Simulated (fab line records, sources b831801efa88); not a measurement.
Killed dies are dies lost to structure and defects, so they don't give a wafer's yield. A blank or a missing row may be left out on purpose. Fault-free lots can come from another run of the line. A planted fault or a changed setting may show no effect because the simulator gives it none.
Comparing a struck lot with a sound one || flow gf180mcu || 16 out of 602 route steps
Sound: wafers L745.3, L745.4, L745.6. Wafers struck: L750.2, L750.4, L750.6. The cause comes at the end.
Order at every step that has rows: each side's tool, ch and its chambers, its first start. Under that, the readings that differ: sound wafers || struck wafers || difference of the means || sigmas: that difference in standard deviations of wafers without a fault.
alike: readings with means less than 2 such deviations apart, plus words and numbers identical on both sides. not compared: withheld readings, readings lacking a value on some wafer, bounds such as >300 that could conceal the same value, and numbers that have no deviation in the record and whose values overlap.
The two part at a step that has a row with sigmas, a row that says differs or no value, or rows on one side only. Numbers that don't overlap but have no deviation are shown without sigmas and don't part them. A reading missing from all wafers of one side parts the sides only when that side holds two or more wafers.

GF_V1_CMP_04: polishes SiO2.
  sound on cmp-01 ch 1,2, day 21 17:40; struck on cmp-02 ch 0,3, day 23 02:34
  alike: headPressurePsi, motorCurrentA, retainingRingPressureFrac, slurryFilterDpKPa, timeToEndpointS
GF_V1_BOW_MEAS_05:
  sound on filmMetro-01 at day 21 17:57; struck on filmMetro-01 at day 23 02:50
  alike: V1_BOW
then, 8 steps without rows for these wafers: GF_V1_DEHYDRATE_06 (time 60 s); GF_V1_HMDS_07 (prime time 60 s); GF_V1_COAT_08; GF_V1_COAT_09 (resist thk 1000 nm); GF_V1_SOFTBAKE_10 (time 60 s); GF_V1_EXPOSE_11 (exposes mask Via1, target cd 260 nm); GF_V1_PEB_12 (peb time 90 s); GF_V1_DEVELOP_13 (develop time 60 s).
GF_V1_CD_MEAS_14 targets a cd of 260 nm.
  sound on cdSem-02 at day 22 17:14; struck on cdSem-02 at day 24 02:26
  alike: cdNm
GF_V1_OVL_MEAS_15:
  sound on overlay-01 at day 22 17:20; struck on overlay-01 at day 24 02:32
  alike: V1_OVL
GF_V1_ETCH_16: etches BARC in N2/H2.
  sound on rieDiel-02 ch 0,1,3, day 22 17:21; struck on rieDiel-02 ch 1,2, day 24 02:34
  no value came back on the struck wafers for any of 5 readings (biasW (W), chamberPressureMTorr (mTorr) and others); on the sound wafers biasW (W) reads 99.82 100.42 100.03
GF_V1_ETCH_17: etches SiO2 in C4F8/O2/Ar, stops on TiN, target depth 630 nm.
  sound on rieDiel-02 ch 0,1,3; struck on rieDiel-02 ch 1,2
{"reading": "oesProductAu (a.u.)", "sound": "0.859 0.853 0.858", "struck": "0.372 0.368 0.380", "difference": -0.483, "sigmas": "-99 or more"}
  alike: biasW, chamberPressureMTorr
GF_V1_STRIP_18: strips in O2/N2.
  sound on plasmaAsher-01 ch 0,1, day 22 17:31; struck on plasmaAsher-03 ch 0,1, day 24 02:42
{"reading": "oesProductAu (a.u.)", "sound": "0.588 0.589 0.594", "struck": "0.613 0.615 0.609", "difference": "+0.022", "sigmas": "+4"}
  alike: drypumpMotorCurrentA, heaterPowerW
  not compared: rfHoursCounterH
then, 1 step without rows for these wafers: GF_V1_STRIP_19 (strips in post etch residue remover, time 1200 s).

## WHERE THEY PART
First at GF_V1_ETCH_16; last, within this record, at GF_V1_STRIP_18.

WHY: what the simulator had put in
Skipped step whole: rieDiel-02, from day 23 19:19 on, at GF_V1_ETCH_16. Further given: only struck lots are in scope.
